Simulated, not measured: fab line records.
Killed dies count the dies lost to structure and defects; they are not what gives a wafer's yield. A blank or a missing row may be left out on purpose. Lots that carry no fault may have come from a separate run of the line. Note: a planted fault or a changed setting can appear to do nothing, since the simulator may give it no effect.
fab line records	flow sky130
[record] lots = 6	wafers = 18	last-day = 50
route steps=708 shown CAP2M@620 METAL4@621 PAD_OPEN@708
lots that met no fault: from a run of the same line without faults
start-h: hours from the record's first day to the start of the lot's first wafer shown	wait-h: hours since the lot's step before	" the same as in the row above	L1.1+2: a single row standing in for several wafers	- no value present, or no start provided	* or withheld: withheld	< > ~ a bound
route shown NAME@n: names a module that has steps shown in the file, with the first one's number in the route	usual: mean/standard deviation of fault-free wafers	same: alike in all rows	chamber/n: place in a boat	sites: each site's reading	_std_site: the standard deviation of these	_edge_site: outer sites' mean less inner sites'	radius-mm: for every site, how far away it sits from the centre of the wafer	mask NAME#n: copy n	behind: the most recent tool/chamber to have shaped the wafer	hold: what put the lot on hold/how long, in hours/how the hold closed	device: the transistor (n, p or np) that didn't switch	end of line: tests of these same wafers at the route's end	for a step that has no rows: nothing shown but its recipe	killed: at the first sort, the dies lost to defects and structure; wafer yield is something else	map: a wafer's dies, x killed, . not, _ none there
set.NAME: the run value of the setting; set.NAME@STEP: its run value at that earlier step	model.NAME: the simulator's own value behind a step, which no gauge read
certain route steps with their lots: each step a table, each wafer a row
services: the hour from which a tool's chamber was out of use, counted from the record's first day as start-h (under 0 if before that day), plus the number of hours and why
[[steps]]
[step SKY_CAP2M_CLEAN_17]
[recipe] chemistry = O3/DIW	dry = n2-spin
[step SKY_METAL4_DEHYDRATE_05]
[recipe] temp-c = 200	time-s = 60
[step SKY_METAL4_HMDS_06]
[recipe] prime-time-s = 60	prime-temp-c = 120
[step SKY_METAL4_COAT_07]
[recipe] resist = BARC	temp-c = withheld	time-s = withheld	spin-rpm = 3000	resist-thk-nm = 60
[step SKY_METAL4_COAT_08]
[recipe] resist = KrF-thick	spin-rpm = 3000	resist-thk-nm = 1140
[step SKY_METAL4_SOFTBAKE_09]
[recipe] temp-c = 100	time-s = 90	resist = KrF-thick
[step SKY_METAL4_EXPOSE_10]
[recipe] mask-id = MM4	na = 0.68	source-shape = annular	sigma-inner = 0.4	sigma-outer = 0.8	target-cd-nm = 300	dose-mj = 28
[step SKY_METAL4_PEB_11]
[recipe] peb-temp-c = withheld	peb-time-s = withheld	resist = KrF-thick
[step SKY_METAL4_DEVELOP_12]
[recipe] develop-time-s = 60	resist = KrF-thick	dev-temp-c = 21
[step SKY_METAL4_CD_MEAS_13]
[recipe] target-cd-nm = 300
[usual] cd-nm = 299.6/1.6
lot.wafer	tool	chamber	start-h	wait-h	cd-nm
L394.4	cd-sem-01	-	990.73	-	296.2
L394.5	"	-	"	"	299.2
L394.6	"	-	"	"	298.0
L400.2	cd-sem-02	-	1051.52	-	299.3
L400.3	"	-	"	"	302.5
L400.6	"	-	"	"	301.2
L401.1	cd-sem-01	-	1053.81	-	299.5
L401.2	"	-	"	"	300.3
L401.3	"	-	"	"	299.8
L403.1	cd-sem-02	-	1059.22	-	298.8
L403.3	"	-	"	"	300.3
L403.5	"	-	"	"	299.6
L413.3	cd-sem-02	-	1111.97	-	303.2
L413.4	"	-	"	"	302.9
L413.6	"	-	"	"	303.4
L412.1	cd-sem-02	-	1113.13	-	302.7
L412.2	"	-	"	"	302.0
L412.6	"	-	"	"	302.8
[step SKY_METAL4_OVL_MEAS_14]
[usual] METAL4_OVL = 1/5.3
lot.wafer	tool	chamber	start-h	wait-h	METAL4_OVL[nm]
L394.4	overlay-02	-	990.81	0.1	9
L394.5	"	-	"	"	5
L394.6	"	-	"	"	5
L400.2	overlay-02	-	1051.63	0.1	0
L400.3	"	-	"	"	13
L400.6	"	-	"	"	2
L401.1	overlay-01	-	1053.93	0.1	5
L401.2	"	-	"	"	2
L401.3	"	-	"	"	2
L403.1	overlay-02	-	1059.34	0.1	1
L403.3	"	-	"	"	3
L403.5	"	-	"	"	3
L413.3	overlay-02	-	1112.06	0.1	5
L413.4	"	-	"	"	8
L413.6	"	-	"	"	10
L412.1	overlay-02	-	1113.25	0.1	0
L412.2	"	-	"	"	-5
L412.6	"	-	"	"	-5
[step SKY_METAL4_DESCUM_15]
[recipe] chemistry = O2	source-power-w = 150	bias-power-w = 0	pressure-mtorr = 10	temp-c = 40	time-s = 8
[usual] drypump-motor-current-A = 5.90/0.18	oes-product-au = 1.000/0.0091
lot.wafer	tool	chamber	start-h	wait-h	drypump-motor-current-A	oes-product-au	rf-hours-counter-h
L394.4	rie-metal-03	0	990.83	0.0	5.77	1.007	-
L394.5	"	0	"	"	5.74	1.004	-
L394.6	"	1	"	"	5.71	0.992	-
L400.2	rie-metal-01	1	1051.66	0.0	5.73	0.991	6
L400.3	"	0	"	"	6.02	1.010	-
L400.6	"	0	"	"	6.02	1.015	-
L401.1	rie-metal-01	1	1053.97	0.0	5.69	1.003	6
L401.2	"	0	"	"	6.00	1.027	21
L401.3	"	0	"	"	6.04	1.012	-
L403.1	rie-metal-02	0	1059.37	0.0	6.18	0.985	15
L403.3	"	0	"	"	6.19	0.993	-
L403.5	"	0	"	"	6.16	0.990	-
L413.3	rie-metal-01	1	1112.10	0.0	5.73	0.995	-
L413.4	"	0	"	"	6.00	1.012	-
L413.6	"	0	"	"	5.99	1.015	-
L412.1	rie-metal-01	1	1113.29	0.0	5.73	1.005	9
L412.2	"	0	"	"	6.02	1.004	24
L412.6	"	1	"	"	5.74	1.005	-
[step SKY_METAL4_ETCH_16]
[recipe] chemistry = N2/H2	target = BARC	ion-energy-ev = 200	bias-w = 100	pressure-mtorr = 30	n2-flow-sccm = 100	h2-flow-sccm = 200	icp-w = 500	stop-on = SiO2	time-s = 88.2	target-depth-a = 600
[usual] drypump-motor-current-A = 5.91/0.18	oes-product-au = 0.626/0.0047	rf-fwd-power-W = 496.5/1.6	throttle-valve-pct = 13.205/0.0093
lot.wafer	tool	chamber	start-h	wait-h	drypump-motor-current-A	oes-product-au	rf-fwd-power-W	rf-hours-counter-h	throttle-valve-pct	model.KrF-thick_of_METAL4_COAT_08.thk-nm	model.SiO2_of_CAP2M_CVD_00.thk-nm
L394.4	rie-metal-03	0	990.89	0.0	5.77	0.627	497.9	-	13.218	1070	15.45
L394.5	"	0	"	"	5.79	0.622	495.9	-	13.207	1072	15.58
L394.6	"	1	"	"	5.72	0.629	496.0	-	13.204	1076	15.48
L400.2	rie-metal-01	1	1051.69	0.0	5.74	0.630	572.2	6	13.210	1075	15.1
L400.3	"	0	"	"	6.05	0.633	574.5	-	13.214	1067	15.11
L400.6	"	0	"	"	6.03	0.622	576.0	-	13.207	1069	15.03
L401.1	rie-metal-01	1	1054.00	0.0	5.75	0.625	577.8	6	13.207	1066	15
L401.2	"	0	"	"	6.04	0.624	575.3	21	13.198	1067	14.76
L401.3	"	0	"	"	6.06	0.627	576.7	-	13.203	1071	14.78
L403.1	rie-metal-02	0	1059.44	0.1	6.23	0.622	497.4	15	13.202	1074	15.06
L403.3	"	0	"	"	6.24	0.627	494.7	-	13.205	1079	15.21
L403.5	"	0	"	"	6.20	0.628	496.2	-	13.205	1076	15.41
L413.3	rie-metal-01	1	1112.15	0.0	5.73	0.619	497.9	-	13.216	1074	15.33
L413.4	"	0	"	"	6.05	0.630	498.1	-	13.211	1074	15.63
L413.6	"	0	"	"	6.07	0.631	498.1	-	13.224	1075	15.62
L412.1	rie-metal-01	1	1113.32	0.0	5.74	0.627	495.3	9	13.194	1077	15.36
L412.2	"	0	"	"	6.06	0.626	497.4	24	13.206	1077	15.18
L412.6	"	1	"	"	5.76	0.624	497.0	-	13.207	1078	15.81
[step SKY_METAL4_ETCH_17]
[recipe] target = SiO2	stop-on = TiN	chemistry = C4F8/O2/Ar	source-w = 1500	bias-w = 1200	pressure-mtorr = 40	c4f8-flow-sccm = withheld	O2_flow_sccm = 6	Ar_flow_sccm = 300	time-s = 3.9	target-depth-a = 150
[usual] oes-product-au = 0.753/0.0064	rf-fwd-power-W = 1468/7.3
lot.wafer	tool	chamber	start-h	wait-h	oes-product-au	rf-fwd-power-W	rf-hours-counter-h	model.etch.depth-nm
L394.4	rie-diel-02	2	990.95	0.0	0.759	1465	19	15.45
L394.5	"	2	"	"	0.752	1461	-	15.58
L394.6	"	1	"	"	0.753	1470	-	15.48
L400.2	rie-diel-03	3	1051.79	0.1	0.736	1482	7	15.1
L400.3	"	0	"	"	0.747	1469	26	15.11
L400.6	"	1	"	"	0.749	1473	-	15.03
L401.1	rie-diel-02	3	1054.10	0.1	0.743	1470	15	15
L401.2	"	0	"	"	0.734	1462	9	14.76
L401.3	"	2	"	"	0.739	1466	21	14.78
L403.1	rie-diel-01	2	1059.63	0.2	0.744	1471	28	15.06
L403.3	"	0	"	"	0.754	1466	21	15.21
L403.5	"	3	"	"	0.747	1468	-	15.41
L413.3	rie-diel-01	3	1112.22	0.0	0.753	1467	18	15.33
L413.4	"	1	"	"	0.751	1469	26	15.63
L413.6	"	3	"	"	0.759	1472	-	15.62
L412.1	rie-diel-01	2	1113.42	0.1	0.751	1473	29	15.36
L412.2	"	1	"	"	0.756	1460	27	15.18
L412.6	"	1	"	"	0.758	1467	-	15.81
[step SKY_METAL4_METAL_ETCH_18]
[recipe] target-depth-a = 8450	stop-on = SiO2	over-etch-frac = 0.3	time-s = 183.1	chemistry = Cl2/BCl3	resist-sidewall-deg = 88	pressure-mtorr = 10	icp-w = 900	bias-w = 48.5	Cl2_flow_sccm = 60	bcl3-flow-sccm = 30
[usual] drypump-motor-current-A = 5.89/0.19	oes-product-au = 0.866/0.006	rf-fwd-power-W = 896.7/2.8	throttle-valve-pct = 22.265/0.0093
lot.wafer	tool	chamber	start-h	wait-h	drypump-motor-current-A	oes-product-au	rf-fwd-power-W	rf-hours-counter-h	throttle-valve-pct
L394.4	rie-metal-02	0	991.03	0.1	6.19	0.864	893.1	-	22.256
L394.5	"	1	"	"	5.86	0.875	891.3	-	22.276
L394.6	"	0	"	"	6.21	0.863	898.6	-	22.267
L400.2	rie-metal-02	0	1051.80	0.0	6.21	0.866	896.1	14	22.270
L400.3	"	1	"	"	5.85	0.864	895.4	-	22.267
L400.6	"	1	"	"	5.87	0.873	900.2	-	22.267
L401.1	rie-metal-02	0	1054.12	0.0	6.18	0.861	895.1	15	22.270
L401.2	"	0	"	"	6.19	0.869	897.2	-	22.272
L401.3	"	0	"	"	6.17	0.866	895.6	-	22.281
L403.1	rie-metal-02	0	1059.65	0.0	6.20	0.870	899.0	15	22.260
L403.3	"	0	"	"	6.21	0.872	897.8	-	22.275
L403.5	"	0	"	"	6.17	0.856	899.2	-	22.254
L413.3	rie-metal-03	1	1112.30	0.1	5.71	0.868	898.3	-	22.264
L413.4	"	0	"	"	5.76	0.869	896.5	-	22.266
L413.6	"	1	"	"	5.71	0.863	898.0	-	22.254
L412.1	rie-metal-02	0	1113.44	0.0	6.20	0.882	895.0	21	22.272
L412.2	"	1	"	"	5.86	0.866	895.2	3	22.256
L412.6	"	1	"	"	5.86	0.869	899.4	-	22.277
[step SKY_PAD_OPEN_PROBE_99]
[usual] defect-limited-yield = 82.4/1.8	killed_at_M0_to_M3 = 44/6.4	killed_at_M4_up = 3.6/2.1	killed-at-contacts = 23/5.1	killed-at-front-end = 15/4.3	killed-at-other = 0.3/0.56	killed-dies = 86/9	killed-open = 47/6.4	killed-short = 39/5.8	sort_bin_3_pad_short = 0.8/0.46	sort_bin_5_function = 10.4/1.4	sort_bin_6_memory = 6.4/1.1	sort-n-pass = 406/9	sort-yield-pct = 82.4/1.8
[same] gross-dies = 492	killed-at-back-side = 0	sort_bin_4_leakage[%] = 0	sort_bin_8_speed[%] = 0
lot.wafer	tool	chamber	start-h	wait-h	defect-limited-yield[%]	killed_at_M0_to_M3	killed_at_M4_up	killed-at-contacts	killed-at-front-end	killed-at-other	killed-dies	killed-open	killed-short	sort_bin_3_pad_short[%]	sort_bin_5_function[%]	sort_bin_6_memory[%]	sort-n-pass	sort-yield-pct[%]
L394.4	prober-01	-	1084.80	0.2	84.1	43	2	18	15	0	78	44	34	0.4	8.1	7.3	414	84.1
L394.5	prober-01	-	1084.85	0.2	85.4	38	5	17	11	1	72	38	34	0.6	8.9	5.1	420	85.4
L394.6	prober-01	-	1084.90	0.2	82.7	49	5	26	5	0	85	47	38	0.4	11.4	5.5	407	82.7
L400.2	prober-02	-	1129.92	0.1	83.9	33	2	22	22	0	79	43	36	0.6	11.4	4.1	413	83.9
L400.3	prober-02	-	1129.97	0.2	84.8	37	0	23	14	1	75	40	35	0.6	9.1	5.5	417	84.8
L400.6	prober-02	-	1130.12	0.2	81.1	42	2	23	26	0	93	50	43	1.4	10.8	6.7	399	81.1
L401.1	prober-01	-	1135.19	0.1	83.1	47	3	23	9	1	83	43	40	1.2	10.4	5.3	409	83.1
L401.2	prober-01	-	1135.24	0.1	84.1	41	4	20	13	0	78	45	33	1.0	9.8	5.1	414	84.1
L401.3	prober-01	-	1135.29	0.2	81.5	50	6	24	11	0	91	47	44	0.6	11.2	6.7	401	81.5
L403.1	prober-01	-	1138.57	0.1	80.3	53	3	19	22	0	97	52	45	0.8	12.2	6.7	395	80.3
L403.3	prober-01	-	1138.67	0.2	81.1	50	6	20	17	0	93	50	43	0.4	9.3	9.1	399	81.1
L403.5	prober-01	-	1138.77	0.2	83.1	50	4	20	9	0	83	48	35	1.0	10.4	5.5	409	83.1
L413.3	prober-02	-	1187.25	0.2	81.5	49	3	22	17	0	91	45	46	0.8	11.2	6.5	401	81.5
L413.4	prober-02	-	1187.30	0.2	81.9	41	6	27	15	0	89	39	50	1.6	9.8	6.7	403	81.9
L413.6	prober-02	-	1187.40	0.2	80.3	51	3	26	17	0	97	59	37	0.6	11.2	7.9	395	80.3
L412.1	prober-01	-	1190.33	0.1	82.5	34	6	22	24	0	86	46	40	0.4	11.6	5.5	406	82.5
L412.2	prober-01	-	1190.38	0.1	81.5	49	3	22	17	0	91	48	43	1.8	9.1	7.5	401	81.5
L412.6	prober-01	-	1190.58	0.2	79.5	47	6	29	19	0	101	56	45	1.0	10.6	8.9	391	79.5
// killed by level:class
L394.4 CONTACT:geometric-particle:open=10 VIA1:geometric-particle:open=9 METAL1:geometric-particle:short=7 VIA3:geometric-particle:open=7 FIELD_ISO:geometric-particle:short=5 LI_CONTACT:geometric-particle:open=4 METAL1:geometric-particle:open=4 VIA2:geometric-particle:open=4
L394.5 VIA3:geometric-particle:open=8 VIA1:geometric-particle:open=7 LOCAL_INTERCONNECT:geometric-particle:short=6 VIA2:geometric-particle:open=6 LI_CONTACT:geometric-particle:open=5 FIELD_ISO:geometric-particle:short=4 VIA2:geometric-particle:short=4 CONTACT:geometric-particle:open=3
L394.6 LI_CONTACT:geometric-particle:open=10 VIA1:geometric-particle:open=9 METAL1:geometric-particle:short=8 CONTACT:geometric-particle:open=7 VIA2:geometric-particle:open=6 VIA3:geometric-particle:open=6 CONTACT:geometric-particle:short=5 VIA3:geometric-particle:short=4
L400.2 VIA1:geometric-particle:open=12 CONTACT:geometric-particle:open=9 POLY_GATE:geometric-particle:open=7 POLY_GATE:geometric-particle:short=7 VIA3:geometric-particle:open=5 METAL1:geometric-particle:short=5 LI_CONTACT:geometric-particle:open=5 METAL3:geometric-particle:short=5
L400.3 CONTACT:geometric-particle:open=8 VIA1:geometric-particle:open=7 LI_CONTACT:geometric-particle:open=6 METAL1:geometric-particle:short=6 VIA3:geometric-particle:open=6 CONTACT:geometric-particle:short=5 VIA1:geometric-particle:short=4 METAL2:geometric-particle:short=4
L400.6 VIA1:geometric-particle:open=13 POLY_GATE:geometric-particle:short=8 CONTACT:geometric-particle:open=8 FIELD_ISO:geometric-particle:short=7 LI_CONTACT:geometric-particle:open=6 CONTACT:geometric-particle:short=6 FIELD_ISO:geometric-particle:open=5 VIA3:geometric-particle:open=5
L401.1 VIA3:geometric-particle:open=9 LI_CONTACT:geometric-particle:open=8 METAL2:geometric-particle:short=8 VIA1:geometric-particle:open=7 CONTACT:geometric-particle:open=6 LI_CONTACT:geometric-particle:short=6 VIA2:geometric-particle:short=6 FIELD_ISO:geometric-particle:open=5
L401.2 VIA1:geometric-particle:open=8 LI_CONTACT:geometric-particle:open=8 VIA2:geometric-particle:open=6 VIA2:geometric-particle:short=5 VIA3:geometric-particle:open=5 LOCAL_INTERCONNECT:geometric-particle:short=5 FIELD_ISO:geometric-particle:open=4 CONTACT:geometric-particle:open=4
L401.3 LI_CONTACT:geometric-particle:open=10 VIA2:geometric-particle:short=7 CONTACT:geometric-particle:open=7 METAL3:geometric-particle:short=7 FIELD_ISO:geometric-particle:open=6 VIA1:geometric-particle:open=6 VIA2:geometric-particle:open=6 VIA3:geometric-particle:open=6
L403.1 VIA1:geometric-particle:open=15 METAL1:geometric-particle:short=8 POLY_GATE:geometric-particle:open=6 CONTACT:geometric-particle:open=6 VIA3:geometric-particle:open=6 POLY_GATE:geometric-particle:short=5 METAL2:geometric-particle:short=5 VIA2:geometric-particle:open=5
L403.3 CONTACT:geometric-particle:open=11 VIA1:geometric-particle:open=8 METAL1:geometric-particle:short=8 VIA3:geometric-particle:open=8 METAL2:geometric-particle:short=7 VIA2:geometric-particle:open=6 FIELD_ISO:geometric-particle:open=4 FIELD_ISO:geometric-particle:short=4
L403.5 VIA1:geometric-particle:open=12 CONTACT:geometric-particle:open=11 VIA1:geometric-particle:short=6 VIA3:geometric-particle:open=6 POLY_GATE:geometric-particle:short=5 METAL1:geometric-particle:short=5 METAL2:geometric-particle:short=5 VIA2:geometric-particle:open=5
L413.3 VIA3:geometric-particle:open=11 CONTACT:geometric-particle:open=8 VIA1:geometric-particle:open=7 CONTACT:geometric-particle:short=7 POLY_GATE:geometric-particle:open=6 VIA3:geometric-particle:short=6 METAL1:geometric-particle:short=5 VIA2:geometric-particle:open=5
L413.4 VIA1:geometric-particle:open=8 CONTACT:geometric-particle:open=8 FIELD_ISO:geometric-particle:short=7 LI_CONTACT:geometric-particle:open=7 VIA3:geometric-particle:short=7 METAL1:geometric-particle:short=6 VIA3:geometric-particle:open=6 METAL4:geometric-particle:short=6
L413.6 CONTACT:geometric-particle:open=13 VIA1:geometric-particle:open=11 METAL1:geometric-particle:short=9 VIA3:geometric-particle:open=9 FIELD_ISO:geometric-particle:open=6 METAL2:geometric-particle:short=6 VIA2:geometric-particle:open=6 POLY_GATE:geometric-particle:open=4
L412.1 POLY_GATE:geometric-particle:open=9 CONTACT:geometric-particle:open=7 VIA1:geometric-particle:short=7 FIELD_ISO:geometric-particle:open=6 VIA2:geometric-particle:open=6 LOCAL_INTERCONNECT:geometric-particle:short=5 METAL1:geometric-particle:short=5 VIA1:geometric-particle:open=5
L412.2 VIA1:geometric-particle:open=12 METAL2:geometric-particle:short=10 METAL1:geometric-particle:short=8 LI_CONTACT:geometric-particle:open=6 LOCAL_INTERCONNECT:geometric-particle:short=5 CONTACT:geometric-particle:open=5 VIA2:geometric-particle:open=5 POLY_GATE:geometric-particle:open=4
L412.6 LI_CONTACT:geometric-particle:open=11 VIA3:geometric-particle:open=9 VIA1:geometric-particle:open=8 FIELD_ISO:geometric-particle:open=6 LI_CONTACT:geometric-particle:short=6 METAL4:geometric-particle:short=6 CONTACT:geometric-particle:open=6 VIA1:geometric-particle:short=6
[[services]]
tool	chamber	start-h	hours	kind
rie-metal-01	1	976.91	5.8	repair
rie-metal-03	-	993.61	2.8	pm
rie-metal-01	1	1002.51	6.5	repair
rie-metal-01	-	1011.18	1.9	repair
rie-metal-02	0	1018.10	22.7	repair
rie-metal-02	1	1053.23	-	clean
rie-metal-02	1	1053.23	19.3	scheduled-down
rie-metal-02	1	1053.23	19.3	vent-cycle
rie-metal-01	-	1058.47	14.6	pm
rie-diel-02	-	1072.34	0.7	repair
rie-diel-03	0	1081.59	7.7	repair
rie-diel-02	-	1089.82	2.8	pm
rie-diel-02	3	1093.73	12.4	repair
rie-diel-01	-	1097.33	0.8	repair
[[key]]
[first-sign] step = SKY_METAL4_ETCH_16	reading = rf-fwd-power-W	direction = up	sigmas = 49	usual = 496.5	struck = 575.4
effect none on later readings
[model-effect] step = SKY_METAL4_ETCH_16	value = KrF-thick_of_METAL4_COAT_08.thk-nm	without = 1077	struck = 1069
[model-effect] step = SKY_METAL4_ETCH_17	value = etch.depth-nm	without = 15.47	struck = 14.97
met-at SKY_METAL4_ETCH_16
struck-wafers L400.2,L400.3,L400.6,L401.1,L401.2,L401.3
[fault] kind = process-parameter-drift	tool = rie-metal-01	chamber = -	onset-h = 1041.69	steps = SKY_METAL4_ETCH_16	channel = icp-w	offset = 80	shape = step	end-h = 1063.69	acts-in = these-recipes-only	stated = 500
